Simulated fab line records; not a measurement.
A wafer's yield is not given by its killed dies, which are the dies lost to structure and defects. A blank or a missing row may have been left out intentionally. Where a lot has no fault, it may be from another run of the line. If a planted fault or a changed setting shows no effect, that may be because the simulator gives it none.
2 desks, one fault    flow gf180mcu    each desk holds nothing but its own numbers, with what lay behind them at the end

THE METROLOGY DESK
What the gauges read, lot by lot, whatever tool the lot ran on: means of the sampled wafers that have a number. A lot is out of limits, marked OUT, if its mean lies more than 4 standard deviations from the usual mean; the brackets give that distance.
Columns: A = V4_OVL at GF_V4_OVL_MEAS_15, usual 2 nm; B = V4_W_RS at GF_V4_RS_MEAS_24, usual 0.324 ohm/sq; C = V4_W_THK at GF_V4_THK_MEAS_25, usual 349 nm
lot   first seen here  A   B      C
L570  day 25 02:15     -3  0.318  354
L577  day 26 20:10     2   0.323  350
L579  day 27 06:46     6   0.320  351
L580  day 27 13:54     0   0.319  351
L583  day 29 00:45     10  0.323  352
L590  day 30 23:38     -5  0.328  336
This desk's verdict: no lot among the 6 shows anything out of limits.

AT THE TOOL OWNER'S DESK: pvd_sputter-01
The tool's own readings at GF_MIM_SPUTTER_00 (material Ti, target thk 37.5 nm, time 150 s): means of the sampled wafers that have a number, for each lot that ran on this tool. A lot is out of limits, marked OUT, if its mean lies more than 4 standard deviations from the usual mean; the brackets give that distance.
Columns: A = throttle_valve_pct at GF_MIM_SPUTTER_00, usual 30.9 %
lot   first seen here  A
L577  day 26 21:33     30.9
L579  day 27 08:09     31.2
L580  day 27 15:17     31.4
This desk's verdict: no lot among the 3 shows anything out of limits.

PUT TOGETHER
From the metrology desk's view, nothing was out of limits.
Nothing out of limits was seen by the tool owner's desk.

WHAT THE SIMULATOR HAD PUT IN
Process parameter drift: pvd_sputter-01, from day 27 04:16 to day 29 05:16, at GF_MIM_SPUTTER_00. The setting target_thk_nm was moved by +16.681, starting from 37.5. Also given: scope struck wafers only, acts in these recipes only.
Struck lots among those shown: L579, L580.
